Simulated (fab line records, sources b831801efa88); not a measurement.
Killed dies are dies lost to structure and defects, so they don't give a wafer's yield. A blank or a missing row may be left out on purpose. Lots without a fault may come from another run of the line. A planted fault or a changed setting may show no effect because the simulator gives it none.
Which tool did it? | flow gf180mcu | 12 lots, 35 wafers sampled, at 5 steps of a route of 602

WHAT THE GAUGES READ, wafer by wafer
GF_SALICIDE_THK_MEAS_05: measures by xrf. Usual: SALICIDE_TIN_THK 19.99 nm, standard deviation 0.3.
lot  | measured     | on            | SALICIDE_TIN_THK (nm) | flag
L108 | day 15 05:55 | film_metro-02 | 19.64 19.56 19.49     |
L109 | day 15 17:40 | film_metro-03 | 20.69 20.69 20.72     |
L111 | day 16 10:32 | film_metro-03 | 20.43 20.28 20.04     |
L112 | day 16 18:26 | film_metro-01 | 19.98 20.06 20.25     |
L113 | day 16 23:13 | film_metro-03 | 20.26 19.90 20.00     |
L114 | day 17 13:11 | film_metro-01 | 20.29 20.08 19.97     |
L115 | day 17 19:02 | film_metro-01 | 19.73 19.74 19.72     |
L116 | day 17 22:31 | film_metro-03 | 19.87 19.87 19.77     |
L118 | day 18 22:16 | film_metro-03 | 19.84 19.77 20.11     |
L119 | day 19 04:41 | film_metro-03 | 19.88 19.64 20.15     |
L120 | day 19 12:07 | film_metro-02 | 19.83 19.96 20.02     |
L123 | day 20 13:55 | film_metro-03 | 20.51 20.23           |

GF_M3_CD_MEAS_14: target cd 280 nm. Usual: cd_nm 280.0 nm, standard deviation 1.1.
lot  | measured     | on        | cd_nm (nm)        | flag
L108 | day 21 08:28 | cd_sem-02 | 279.7 279.3 279.4 |
L109 | day 22 00:04 | cd_sem-01 | 281.9 282.8 281.1 |
L111 | day 22 17:03 | cd_sem-02 | 282.1 281.2 281.0 |
L112 | day 23 01:22 | cd_sem-02 | 278.0 278.4 277.3 |
L113 | day 23 07:16 | cd_sem-01 | 280.4 279.7 279.3 |
L114 | day 23 20:20 | cd_sem-01 | 279.7 279.3 277.9 |
L115 | day 24 01:13 | cd_sem-01 | 279.6 281.3 281.3 |
L116 | day 24 06:10 | cd_sem-01 | 280.3 280.3 280.9 |
L118 | day 25 03:15 | cd_sem-01 | 278.7 278.8 280.0 |
L119 | day 25 08:15 | cd_sem-01 | 279.5 278.5 278.1 |
L120 | day 25 13:54 | cd_sem-01 | 281.9 281.4 282.5 |
L123 | day 26 13:03 | cd_sem-01 | 282.3 281.1       |

GF_V4_THK_MEAS_03. Usual: V4_CVD_02_THK 848 nm, standard deviation 12.
lot  | measured     | on            | V4_CVD_02_THK (nm) | flag
L108 | day 23 11:31 | film_metro-01 | 835 844 863        |
L109 | day 24 01:32 | film_metro-02 | 836 841 850        |
L111 | day 24 18:46 | film_metro-02 | 823 829 845        |
L112 | day 25 02:04 | film_metro-01 | 835 859 873        |
L113 | day 25 07:44 | film_metro-02 | 829 853 854        |
L114 | day 25 20:19 | film_metro-01 | 854 861 860        |
L115 | day 26 01:20 | film_metro-01 | 826 859 841        |
L116 | day 26 05:01 | film_metro-04 | 841 861 846        |
L118 | day 27 01:47 | film_metro-04 | 826 843 827        |
L119 | day 27 05:36 | film_metro-01 | 855 835 849        |
L120 | day 27 10:45 | film_metro-01 | 821 846 842        |
L123 | day 28 09:30 | film_metro-02 | 1459 844           | OFF

WHICH TOOL RAN EACH LOT (tool, then ch and the chambers of the sampled wafers, then the start)
lot  | GF_M4_SPUTTER_03             | GF_V4_CVD_02
L108 | pvd_sputter-02, day 22 11:44 | pecvd-04 ch 0,2, day 23 11:27
L109 | pvd_sputter-04, day 23 02:17 | pecvd-02 ch 1,2, day 24 01:27
L111 | pvd_sputter-03, day 23 19:08 | pecvd-03 ch 0,2, day 24 18:42
L112 | pvd_sputter-02, day 24 02:31 | pecvd-02 ch 1,2, day 25 02:00
L113 | pvd_sputter-03, day 24 08:58 | pecvd-04 ch 0,1,2, day 25 07:40
L114 | pvd_sputter-04, day 24 21:43 | pecvd-03 ch 1, day 25 20:12
L115 | pvd_sputter-04, day 25 03:02 | pecvd-02 ch 0,1,2, day 26 01:16
L116 | pvd_sputter-03, day 25 07:01 | pecvd-04 ch 0,2, day 26 04:56
L118 | pvd_sputter-04, day 26 03:53 | pecvd-04 ch 0,1,2, day 27 01:43
L119 | pvd_sputter-03, day 26 08:10 | pecvd-04 ch 1,2, day 27 05:32
L120 | pvd_sputter-02, day 26 13:32 | pecvd-03 ch 0,2, day 27 10:41
L123 | pvd_sputter-02, day 27 12:41 | pecvd-03 ch 1,2, day 28 09:26
- GF_M4_SPUTTER_03: material Ti, target thk 10 nm, time 6.7 s.
- GF_V4_CVD_02: deposits SiO2 from TEOS, target thk 850 nm, time 94.851 s.

WHAT THE TOOLS THEMSELVES READ (means of the sampled wafers that have a number; where no wafer has one, the mark that the record gives instead)
GF_M4_SPUTTER_03. Usual: throttle_valve_pct 29.5 %, standard deviation 1.1.
lot  | tool           | throttle_valve_pct (%) | flag
L108 | pvd_sputter-02 | 29.7                   |
L109 | pvd_sputter-04 | 29.3                   |
L111 | pvd_sputter-03 | 29.7                   |
L112 | pvd_sputter-02 | 29.4                   |
L113 | pvd_sputter-03 | 29.6                   |
L114 | pvd_sputter-04 | 30.1                   |
L115 | pvd_sputter-04 | 30.0                   |
L116 | pvd_sputter-03 | 30.2                   |
L118 | pvd_sputter-04 | 30.4                   |
L119 | pvd_sputter-03 | 29.0                   |
L120 | pvd_sputter-02 | 29.2                   |
L123 | pvd_sputter-02 | 29.5                   |

GF_V4_CVD_02. Usual: heater_power_w 601 W, standard deviation 98; rf_fwd_power_W 596.8 W, standard deviation 2.1.
lot  | tool     | heater_power_w (W) | rf_fwd_power_W (W) | flag
L108 | pecvd-04 | 621                | 598.1              |
L109 | pecvd-02 | 751                | 595.5              |
L111 | pecvd-03 | 478                | 594.7              |
L112 | pecvd-02 | 671                | 597.1              |
L113 | pecvd-04 | 594                | 596.7              |
L114 | pecvd-03 | 562                | 598.3              |
L115 | pecvd-02 | 694                | 597.6              |
L116 | pecvd-04 | 595                | 598.5              |
L118 | pecvd-04 | 590                | 598.0              |
L119 | pecvd-04 | 560                | 598.3              |
L120 | pecvd-03 | 557                | 597.1              |
L123 | pecvd-03 | 634                | 593.8              |

THE ANSWER, worked out from the rows above alone
Rule: a lot is off if the mean of its wafers that have a number lies more than 3 standard deviations from the usual mean. A lot without any number at a reading at which 4 lots or more have one is off too. The other lots that the step has rows for count as sound. The gauges are gone through in route order, then the tools' own readings, and for those a lot's mean is taken as printed above. The first step at which some lot is off is used, and at that step the reading that is off furthest; a lot without a number counts as furthest.
Off: L123, at GF_V4_THK_MEAS_03 (V4_CVD_02_THK).
A tool fits if, at a process step before that reading, it ran every lot that is off, and no sound lot after the first of them. The gauges at GF_V4_THK_MEAS_03 are tried like those tools. Can't be told from this: 3 tools fit, pvd_sputter-02 at GF_M4_SPUTTER_03, pecvd-03 at GF_V4_CVD_02, film_metro-02 at GF_V4_THK_MEAS_03.

WHAT THE SIMULATOR HAD PUT IN
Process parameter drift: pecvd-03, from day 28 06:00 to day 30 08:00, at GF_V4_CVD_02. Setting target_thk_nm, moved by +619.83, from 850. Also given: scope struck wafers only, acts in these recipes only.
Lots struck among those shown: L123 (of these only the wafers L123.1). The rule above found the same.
